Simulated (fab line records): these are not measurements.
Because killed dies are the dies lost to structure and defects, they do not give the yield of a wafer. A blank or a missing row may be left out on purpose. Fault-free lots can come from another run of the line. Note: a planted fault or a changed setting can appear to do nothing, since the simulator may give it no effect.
A struck lot beside a sound one || flow sky130 || 16 steps out of a route of 708
Sound: the wafers L590.2, L590.3, L590.5. Struck: wafer L598.1 (left out: L598.2, L598.3 of the same lot, which were not struck); the cause appears at the end.
At each step with rows: each side's tool, then ch and its chambers, then its first start. Under that, the readings that differ: sound wafers || struck wafers || difference of the means || sigmas: that difference in standard deviations of wafers without a fault.
alike: a reading whose means differ by less than 2 such deviations, as well as words and numbers matching on both sides. not compared: withheld readings; readings where some wafer has no value; bounds like >300 that might hide an equal value; numbers whose values overlap and for which the record gives no deviation.
A row with sigmas, a row that says differs or no value, or rows on one side alone: a step with any of these is where the two part. Numbers that don't overlap but have no deviation are shown without sigmas and don't part them. Lack of a reading on every wafer of one side parts them only where that side has two or more wafers.

first, 3 steps without rows for these wafers: SKY_METAL2_EXPOSE_12 (exposes mask MM2, target cd 140 nm); SKY_METAL2_PEB_13; SKY_METAL2_DEVELOP_14 (develop time 60 s).
SKY_METAL2_CD_MEAS_15 targets a cd of 140 nm.
  sound: cd_sem-02 at day 39 17:51; struck: cd_sem-02 at day 41 21:54
{"reading": "cd_nm (nm)", "sound": "141.6 142.1 141.9", "struck": 138.4, "difference": -3.5, "sigmas": -2}
SKY_METAL2_OVL_MEAS_16:
  sound: overlay-02 at day 39 17:58; struck: overlay-01 at day 41 22:01
  alike: METAL2_OVL
SKY_METAL2_DESCUM_17: chemistry O2, time 8 s.
  sound on rie_metal-01 ch 0, day 39 17:59; struck on rie_metal-03 ch 1, day 41 22:04
  alike: drypump_motor_current_A, oes_product_au
  not compared: rf_hours_counter_h
SKY_METAL2_ETCH_18: etches BARC in N2/H2, stops on SiO2, time 45.9 s, target depth 60 nm.
  sound on rie_metal-01 ch 0, day 39 18:01; struck on rie_metal-03 ch 1, day 41 22:05
  alike: drypump_motor_current_A, oes_product_au, throttle_valve_pct
  not compared: rf_hours_counter_h
SKY_METAL2_METAL_ETCH_19: etches the open film in Cl2/BCl3, stops on SiO2, target depth 360 nm, time 78 s.
  sound on rie_metal-01 ch 0, day 39 18:05; struck on rie_metal-03 ch 1, day 41 22:09
  alike: drypump_motor_current_A, oes_product_au, throttle_valve_pct
  not compared: rf_hours_counter_h
SKY_METAL2_STRIP_20: strips in O2/N2.
  sound on plasma_asher-04 ch 0, day 39 18:10; struck on plasma_asher-03 ch 1, day 41 22:14
{"reading": "drypump_motor_current_A (A)", "sound": "5.30 5.32 5.32", "struck": 5.69, "difference": "+0.38", "sigmas": "+2"}
  alike: oes_product_au, strip_time_to_endpoint_s
  not compared: rf_hours_counter_h
then, 3 steps without rows for these wafers: SKY_METAL2_STRIP_21 (strips in post etch residue remover, time 1200 s); SKY_METAL2_CLEAN_22 (cleans in IPA, time 180 s); SKY_METAL2_CLEAN_23 (cleans in O3/DIW).
SKY_VIA2_HDPCVD_00: deposits SiO2, target thk 1180 nm, time 196.7 s.
  sound on hdpcvd-01 ch 0,1, day 39 18:46; struck on hdpcvd-02 ch 0, day 41 22:50
{"reading": "run_length_s (s)", "sound": "224.9 224.2 224.1", "struck": 282.4, "difference": "+58.0", "sigmas": "+99 or more"}
{"reading": "model.SiO2_of_VIA2_HDPCVD_00.thk_nm (nm)", "sound": "1153 1162 1174", "struck": 1538, "difference": "+375", "sigmas": ""}
SKY_VIA2_THK_MEAS_01:
  sound: film_metro-04 at day 39 18:54; struck: film_metro-03 at day 41 22:58
{"reading": "VIA2_HDPCVD_THK (nm)", "sound": "1153 1162 1174", "struck": 1538, "difference": "+375", "sigmas": "+34"}
SKY_VIA2_CMP_02: polishes SiO2.
  sound on cmp-01 ch 1,2,3, day 39 18:57; struck on cmp-01 ch 0, day 41 23:05
  alike: motor_current_A, retaining_ring_pressure_frac
SKY_PAD_OPEN_PROBE_99:
  the record has rows for the sound wafers here (prober-01, day 49 10:11) and none for the struck ones

== WHERE THEY PART ==
At SKY_METAL2_CD_MEAS_15 first; at SKY_PAD_OPEN_PROBE_99 last (within this record only).

WHY: what had been put in by the simulator
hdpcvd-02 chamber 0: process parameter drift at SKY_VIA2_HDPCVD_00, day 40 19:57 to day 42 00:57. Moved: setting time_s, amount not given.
